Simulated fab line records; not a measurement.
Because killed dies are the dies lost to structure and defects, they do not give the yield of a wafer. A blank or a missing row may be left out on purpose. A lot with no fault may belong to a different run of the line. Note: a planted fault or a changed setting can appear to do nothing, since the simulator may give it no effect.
Struck lot and sound lot, side by side :: flow sky130 :: 17 steps out of a route of 708
Sound: wafers L733.1, L733.3, L733.5. Wafers L745.1, L745.3, L745.6 were the ones struck. The cause is named last.
Order at every step that has rows: each side's tool, ch and its chambers, its first start. Under that, the readings that differ: sound wafers :: struck wafers :: difference of the means :: sigmas: that difference in standard deviations of wafers without a fault.
alike: same words and numbers on both sides, and readings whose means sit less than 2 such deviations apart. not compared: any withheld reading, any reading some wafer has no value for, any bound like >300 that may hide the same value, and any number with overlapping values for which the record gives no deviation.
Wherever a step has rows on one side only, a row that says differs or no value, or a row with sigmas, the two part there. Non-overlapping numbers with no deviation appear without sigmas and do not part them. A reading that every wafer of one side lacks parts them only if that side has two wafers or more.

SKY_LDD_P_OVL_MEAS_08:
  sound on overlay-02 at day 20 02:29; struck on overlay-01 at day 24 07:41
  alike: LDD_P_OVL
following that, these wafers have no rows for 1 step: SKY_LDD_P_IMPLANT_09.
SKY_LDD_P_STRIP_10: strips in O2/N2.
  sound on plasma asher-02 ch 0,1, day 20 02:40; struck on plasma asher-03 ch 0, day 24 07:53
  alike: chamber pressure mTorr, drypump motor current A, oes product au, strip time to endpoint s
  not compared: rf hours counter h
SKY_LDD_P_TW_MEAS_11:
  sound on film metro-04 at day 20 02:46; struck on film metro-03 at day 24 07:59
reading: LDD_P_TW
sound: 631 633 635
struck: 622 620 618
difference: -13
sigmas: -2
then, 7 steps without rows for these wafers: SKY_LDD_HVN_DEHYDRATE_00 (time 60 s); SKY_LDD_HVN_HMDS_01 (prime time 60 s); SKY_LDD_HVN_COAT_02 (resist thk 300 nm); SKY_LDD_HVN_SOFTBAKE_03 (time 60 s); SKY_LDD_HVN_EXPOSE_04 (exposes mask HVNTM, target cd 700 nm); SKY_LDD_HVN_PEB_05; SKY_LDD_HVN_DEVELOP_06 (develop time 60 s).
SKY_LDD_HVN_OVL_MEAS_07:
  sound on overlay-02 at day 21 09:13; struck on overlay-02 at day 25 13:13
  alike: LDD_HVN_OVL
SKY_LDD_HVN_IMPLANT_08:
  sound on implanter-01 ch 0, day 21 09:16; struck on implanter-04 ch 0, day 25 13:16
reading: dose ions cm2
sound: 3.002e+13 3.002e+13 3.001e+13
struck: 2.3967e+14 2.3964e+14 2.3967e+14
difference: +2.0964e+14
sigmas: +99 or more

reading: end station pressure torr (Torr)
sound: 5.25e-06 4.88e-06 4.93e-06
struck: 6.33e-06 5.97e-06 5.95e-06
difference: +1.06e-06
sigmas: +4

reading: faraday current uA
sound: 170 171 172
struck: 1318 1327 1390
difference: +1174
sigmas: +99 or more
SKY_LDD_HVN_STRIP_09: strips in O2/N2.
  sound on plasma asher-04 ch 0,1, day 21 09:25; struck on plasma asher-01 ch 0,1, day 25 13:25
  alike: chamber pressure mTorr, drypump motor current A, oes product au, strip time to endpoint s
  not compared: rf hours counter h
SKY_LDD_HVN_TW_MEAS_10:
  sound on film metro-02 at day 21 09:31; struck on film metro-01 at day 25 13:31
reading: LDD_HVN_TW
sound: 1422 1417 1422
struck: 2722 2714 2725
difference: +1300
sigmas: +99 or more
then, 1 step without rows for these wafers: SKY_LDD_HVP_DEHYDRATE_00 (time 60 s).
-- record jumps: 24 days separate the struck wafers' starts on either side; left off in module LDD_HVP, taken up again in module PAD_OPEN, whose first shown step is the route's number 708 --
SKY_PAD_OPEN_PROBE_99:
  sound on prober-01 at day 46 12:35; struck on prober-01 at day 49 03:57
reading: model.etest.tip_n_5v.rs ohm sq
sound: 1394 1391 1389
struck: 291.8 292 291.6
difference: -1099.5
sigmas: 

reading: model.etest.nfet g5v0d10v5.r on ohm um
sound: 1904 1895 1905
struck: 1468 1460 1446
difference: -443
sigmas: 

reading: model.etest.nfet g5v0d10v5.drive ua um
sound: 584 591 589
struck: 718.9 719.4 722.8
difference: +132.4
sigmas: 

reading: model.etest.nfet_05v0_nvt.drive ua um
sound: 563 571.3 558.5
struck: 620.8 620.2 626.5
difference: +58.2
sigmas: 

reading: model.etest.tip_n_5v.rs ohm sq range
sound: 50.53 33.67 30.71
struck: 6.189 6.617 7.723
difference: -31.460
sigmas: 

reading: model.etest.res ndiff hv.rs ohm sq
sound: 115.1 115.8 115.3
struck: 98.47 97.75 98.28
difference: -17.23
sigmas: 

reading: model.etest.nfet_16v.drive ua um
sound: 212.3 215.3 215.1
struck: 229.7 230.7 231.1
difference: +16.3
sigmas: 

reading: model.etest.ring_5v.delay ps
sound: 44.75 44.74 44.76
struck: 41.89 42.11 41.82
difference: -2.81
sigmas: 
  alike: killed_at_M0_to_M3, killed_at_M4_up, killed at contacts, killed at front end, killed at other, killed dies, killed open, killed short

== WHERE THEY PART ==
Last at SKY_LDD_HVN_TW_MEAS_10 as far as this record goes, first at SKY_LDD_P_TW_MEAS_11. Later steps at which nothing parts them and some readings are alike: SKY_PAD_OPEN_PROBE_99.

WHY: what had been put in by the simulator
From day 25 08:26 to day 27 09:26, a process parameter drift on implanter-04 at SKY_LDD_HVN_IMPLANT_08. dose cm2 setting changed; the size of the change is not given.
